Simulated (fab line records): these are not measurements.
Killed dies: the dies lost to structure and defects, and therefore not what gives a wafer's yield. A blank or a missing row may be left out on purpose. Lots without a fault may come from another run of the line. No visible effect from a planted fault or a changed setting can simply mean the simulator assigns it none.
Struck lot and sound lot, side by side + flow sky130 + 33 steps out of a route of 708
Sound: wafers L772.2, L772.5, L772.6. Struck: wafers L781.3, L781.6 (left out: L781.4, a lot-mate that was not struck); the cause follows at the end.
Each step with rows lists, per side, the tool, then ch with its chambers, then its first start. Under that, the readings that differ: sound wafers + struck wafers + difference of the means + sigmas: that difference in standard deviations of wafers without a fault.
alike: readings with means less than 2 such deviations apart, plus words and numbers identical on both sides. not compared: withheld readings, readings lacking a value on some wafer, bounds such as >300 that could conceal the same value, and numbers that have no deviation in the record and whose values overlap.
Wherever a step has rows on one side only, a row that says differs or no value, or a row with sigmas, the two part there. Numbers that have no deviation but don't overlap get no sigmas and don't part them. A reading that every wafer of one side lacks parts them only if that side has two wafers or more.

first, 4 steps without rows for these wafers: SKY_LOCAL_INTERCONNECT_SOFTBAKE_07 (time 90 s); SKY_LOCAL_INTERCONNECT_EXPOSE_08 (exposes mask LI1M, target cd 170 nm); SKY_LOCAL_INTERCONNECT_PEB_09; SKY_LOCAL_INTERCONNECT_DEVELOP_10 (develop time 60 s).
SKY_LOCAL_INTERCONNECT_CD_MEAS_11: target cd 170 nm.
  struck on cd_sem-01, day 33 19:08; sound on cd_sem-01, day 30 10:53
  alike: cd_nm
SKY_LOCAL_INTERCONNECT_OVL_MEAS_12:
  struck on overlay-02, day 33 19:14; sound on overlay-01, day 30 10:59
  alike: LOCAL_INTERCONNECT_OVL
then, 2 steps without rows for these wafers: SKY_LOCAL_INTERCONNECT_ETCH_13 (etches BARC in N2/H2, stops on SiO2, time 45.9 s, target depth 60 nm); SKY_LOCAL_INTERCONNECT_METAL_ETCH_14 (etches TiN in Cl2/BCl3, stops on PSG, target depth 110 nm, time 31.4 s).
SKY_LOCAL_INTERCONNECT_STRIP_15: strips in O2/N2.
  sound on plasma_asher-03 ch 0,1, day 30 11:08; struck on plasma_asher-03 ch 0, day 33 19:24
  alike: drypump_motor_current_A, oes_product_au, strip_time_to_endpoint_s
  not compared: rf_hours_counter_h
then, 3 steps without rows for these wafers: SKY_LOCAL_INTERCONNECT_STRIP_16 (strips in post etch residue remover, time 1200 s); SKY_LOCAL_INTERCONNECT_CLEAN_17 (cleans in IPA, time 180 s); SKY_LOCAL_INTERCONNECT_CLEAN_18 (cleans in O3/DIW).
SKY_CONTACT_CVD_00: deposits Si3N4, target thk 75 nm.
  sound on pecvd-02 ch 0,1, day 30 12:10; struck on pecvd-02 ch 0, day 33 20:02
| reading                                   | sound             | struck      | difference | sigmas |
|-------------------------------------------|-------------------|-------------|------------|--------|
| model.Si3N4_of_CONTACT_CVD_00.thk_nm (nm) | 74.98 75.77 76.92 | 27.39 28.82 | -47.78     |        |
  alike: heater_power_w
SKY_CONTACT_THK_MEAS_01:
  struck on film_metro-02, day 33 20:05; sound on film_metro-02, day 30 12:12
| reading                 | sound          | struck    | difference | sigmas |
|-------------------------|----------------|-----------|------------|--------|
| CONTACT_CVD_00_THK (nm) | 75.0 75.8 76.9 | 27.4 28.8 | -47.8      | -50    |
then, 1 step without rows for these wafers: SKY_CONTACT_HDPCVD_02 (deposits SiO2, target thk 565 nm, time 94.2 s).
SKY_CONTACT_THK_MEAS_03:
  struck on film_metro-03, day 33 20:13; sound on film_metro-03, day 30 12:20
| reading                 | sound       | struck  | difference | sigmas |
|-------------------------|-------------|---------|------------|--------|
| CONTACT_HDPCVD_THK (nm) | 572 582 572 | 563 561 | -13        | -2     |
SKY_CONTACT_CMP_04: polishes SiO2.
  sound on cmp-02 ch 0,3, day 30 12:23; struck on cmp-01 ch 1, day 33 20:23
  alike: motor_current_A
SKY_CONTACT_BOW_MEAS_05:
  struck on film_metro-04, day 33 20:43; sound on film_metro-02, day 30 12:42
  alike: CONTACT_BOW
then, 8 steps without rows for these wafers: SKY_CONTACT_DEHYDRATE_06 (time 60 s); SKY_CONTACT_HMDS_07 (prime time 60 s); SKY_CONTACT_COAT_08 (resist thk 60 nm); SKY_CONTACT_COAT_09 (resist thk 450 nm); SKY_CONTACT_SOFTBAKE_10 (time 90 s); SKY_CONTACT_EXPOSE_11 (exposes mask CTM1, target cd 170 nm); SKY_CONTACT_PEB_12; SKY_CONTACT_DEVELOP_13 (develop time 60 s).
SKY_CONTACT_CD_MEAS_14: target cd 170 nm.
  struck on cd_sem-01, day 34 23:47; sound on cd_sem-02, day 31 16:40
  alike: cd_nm
SKY_CONTACT_OVL_MEAS_15:
  struck on overlay-01, day 34 23:52; sound on overlay-01, day 31 16:46
  alike: CONTACT_OVL
SKY_CONTACT_ETCH_16: etches BARC in N2/H2, stops on SiO2, time 45.9 s, target depth 60 nm.
  sound on rie_diel-04 ch 0,3, day 31 16:48; struck on rie_diel-01 ch 1, day 34 23:53
  alike: drypump_motor_current_A, oes_product_au, throttle_valve_pct
  not compared: rf_hours_counter_h
SKY_CONTACT_ETCH_17: etches SiO2 in C4F8/O2/Ar, stops on Si3N4, target depth 340 nm.
  sound on rie_diel-04 ch 0,3, day 31 16:50; struck on rie_diel-01 ch 1, day 34 23:56
| reading               | sound             | struck      | difference | sigmas |
|-----------------------|-------------------|-------------|------------|--------|
| oes_product_au (a.u.) | 0.891 0.898 0.897 | 0.884 0.883 | -0.012     | -2     |
SKY_CONTACT_ETCH_18: etches Si3N4 in CHF3/O2, stops on TiN, time 39 s, target depth 75 nm.
  sound: rie_diel-04 ch 0,3; struck: rie_diel-01 ch 1
| reading                  | sound             | struck      | difference | sigmas |
|--------------------------|-------------------|-------------|------------|--------|
| oes_product_au (a.u.)    | 0.863 0.858 0.870 | 0.550 0.559 | -0.309     | -41    |
| throttle_valve_pct (%)   | 8.789 8.812 8.805 | 8.704 8.717 | -0.091     | -9     |
| model.etch.depth_nm (nm) | 74.98 75.77 76.92 | 27.39 28.82 | -47.78     |        |
  alike: drypump_motor_current_A
  not compared: rf_hours_counter_h
SKY_CONTACT_STRIP_19: strips in O2/N2.
  sound on plasma_asher-04 ch 0,1, day 31 16:56; struck on plasma_asher-04 ch 1, day 35 00:04
  alike: drypump_motor_current_A, oes_product_au, strip_time_to_endpoint_s
  not compared: rf_hours_counter_h
-- the record jumps here: 13 days lie between the struck wafers' starts before and after (it left off in module CONTACT and takes up again in module PAD_OPEN, whose first step shown is number 708 of the route) --
SKY_PAD_OPEN_PROBE_99:
  struck on prober-01, day 48 07:58; sound on prober-02, day 45 22:19
| reading             | sound    | struck | difference | sigmas |
|---------------------|----------|--------|------------|--------|
| killed_at_front_end | 23 17 20 | 11 9   | -10        | -2     |
  alike: killed_at_M0_to_M3, killed_at_M4_up, killed_at_contacts, killed_at_other, killed_dies, killed_open, killed_short

== WHERE THEY PART ==
At SKY_CONTACT_THK_MEAS_01 first; at SKY_PAD_OPEN_PROBE_99 last (within this record only).

WHY: whatever the simulator had introduced
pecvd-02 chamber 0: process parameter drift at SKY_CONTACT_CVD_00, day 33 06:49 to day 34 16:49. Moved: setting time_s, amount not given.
